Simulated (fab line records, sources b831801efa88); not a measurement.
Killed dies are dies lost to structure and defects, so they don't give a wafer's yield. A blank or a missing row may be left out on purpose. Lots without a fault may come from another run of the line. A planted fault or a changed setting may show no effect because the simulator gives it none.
A struck lot beside a sound one | flow gf180mcu | 22 steps out of a route of 602
Sound: wafers L787.2, L787.3, L787.6. Struck: wafers L794.2, L794.3, L794.6. The cause comes at the end.
At each step with rows: each side's tool, then ch and its chambers, then its first start. Under that, the readings that differ: sound wafers | struck wafers | difference of the means | sigmas: that difference in standard deviations of wafers without a fault.
alike: readings whose means differ by less than 2 such deviations, and words and numbers that are the same on both sides. not compared: withheld readings, readings that some wafer has no value for, bounds like >300 that may hide the same value, and numbers for which the record gives no deviation and whose values overlap.
The two part at a step that has a row with sigmas, a row that says differs or no value, or rows on one side only. Numbers that don't overlap but have no deviation are shown without sigmas and don't part them. A reading that every wafer of one side lacks parts them only if that side has two wafers or more.

GF_V5_RS_MEAS_24: measures by four-point-probe.
  sound on film_metro-02, day 30 03:54; struck on film_metro-01, day 31 21:52
  alike: V5_W_RS
GF_V5_THK_MEAS_25: measures by xrf.
  sound on film_metro-02, day 30 04:01; struck on film_metro-01, day 31 21:58
  alike: V5_W_THK
then, 1 step without rows for these wafers: GF_V5_CMP_26 (polishes, stops on SiO2, t overpolish 15 s, target thk 0 nm).
GF_TOP_METAL_SPUTTER_00: material Ti, target thk 37.5 nm, time 150 s.
  sound on pvd_sputter-03, day 30 04:22; struck on pvd_sputter-02, day 32 00:10
  alike: throttle_valve_pct
GF_TOP_METAL_SPUTTER_01: material TiN, target thk 30 nm, time 25 s.
  sound on pvd_sputter-03, day 30 04:28; struck on pvd_sputter-02, day 32 00:16
  alike: throttle_valve_pct
GF_TOP_METAL_SPUTTER_02: material AlCu, target thk 900 nm, time 47.82 s.
  sound on pvd_sputter-03, day 30 04:29; struck on pvd_sputter-02, day 32 00:18
  alike: throttle_valve_pct
GF_TOP_METAL_SPUTTER_03: material Ti, target thk 5 nm, time 3.3 s.
  sound on pvd_sputter-03, day 30 04:32; struck on pvd_sputter-02, day 32 00:21
  alike: throttle_valve_pct
GF_TOP_METAL_SPUTTER_04: material TiN, target thk 25 nm, time 20.8 s.
  sound on pvd_sputter-03, day 30 04:33; struck on pvd_sputter-02, day 32 00:22
  alike: throttle_valve_pct
GF_TOP_METAL_RS_MEAS_05: measures by four-point-probe.
  sound on film_metro-03, day 30 04:36; struck on film_metro-02, day 32 00:25
  alike: TOP_METAL_ALCU_RS
GF_TOP_METAL_THK_MEAS_06: measures by xrf.
  sound on film_metro-03, day 30 04:43; struck on film_metro-02, day 32 00:31
  alike: TOP_METAL_ALCU_THK
then, 2 steps without rows for these wafers: GF_TOP_METAL_DEHYDRATE_07 (time 60 s); GF_TOP_METAL_HMDS_08 (prime time 60 s).
GF_TOP_METAL_COAT_09: resist thk 1500 nm.
  sound on litho_track-02 ch 0, day 30 13:35; struck on litho_track-02 ch 0, day 32 07:59
  reading                                        | sound                | struck               | difference | sigmas
  spin_speed_rpm (rpm)                           | 2997.0 3000.3 3001.0 | 2827.0 2826.1 2828.8 | -172.1     | -82
  model.NOVOLAK_of_TOP_METAL_COAT_09.thk_nm (nm) | 1498 1501 1499       | 1545 1545 1542       | +45        |
then, 4 steps without rows for these wafers: GF_TOP_METAL_SOFTBAKE_10 (time 60 s); GF_TOP_METAL_EXPOSE_11 (exposes mask MetalTop, target cd 440 nm); GF_TOP_METAL_PEB_12; GF_TOP_METAL_DEVELOP_13 (develop time 60 s).
GF_TOP_METAL_CD_MEAS_14: target cd 440 nm.
  sound on cd_sem-02, day 30 22:44; struck on cd_sem-01, day 32 16:36
  alike: cd_nm
GF_TOP_METAL_OVL_MEAS_15:
  sound on overlay-01, day 30 22:50; struck on overlay-01, day 32 16:43
  alike: TOP_METAL_OVL
GF_TOP_METAL_METAL_ETCH_16: etches the open film in Cl2/BCl3, stops on SiO2, target depth 1077.5 nm, time 179.6 s.
  sound on rie_metal-01 ch 0, day 30 22:56; struck on rie_metal-03 ch 1, day 32 16:44
  reading                                        | sound          | struck         | difference | sigmas
  model.NOVOLAK_of_TOP_METAL_COAT_09.thk_nm (nm) | 1056 1061 1060 | 1119 1123 1119 | +61        |
  alike: drypump_motor_current_A, oes_product_au, rf_fwd_power_W, throttle_valve_pct
  not compared: rf_hours_counter_h
GF_TOP_METAL_STRIP_17: strips in O2/N2.
  sound on plasma_asher-01 ch 0,1, day 30 23:13; struck on plasma_asher-02 ch 0,1, day 32 16:55
  reading                      | sound             | struck            | difference | sigmas
  strip_time_to_endpoint_s (s) | 13.28 13.34 13.35 | 14.03 14.07 14.03 | +0.72      | +9
  alike: drypump_motor_current_A, heater_power_w, oes_product_au
  not compared: rf_hours_counter_h
then, 1 step without rows for these wafers: GF_TOP_METAL_STRIP_18 (strips in post etch residue remover, time 1200 s).

WHERE THEY PART
First at GF_TOP_METAL_COAT_09; last, within this record, at GF_TOP_METAL_STRIP_17.

WHY: what the simulator had put in
Process parameter drift: litho_track-02, from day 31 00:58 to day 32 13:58, at GF_TOP_METAL_COAT_09. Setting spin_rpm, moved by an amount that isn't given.
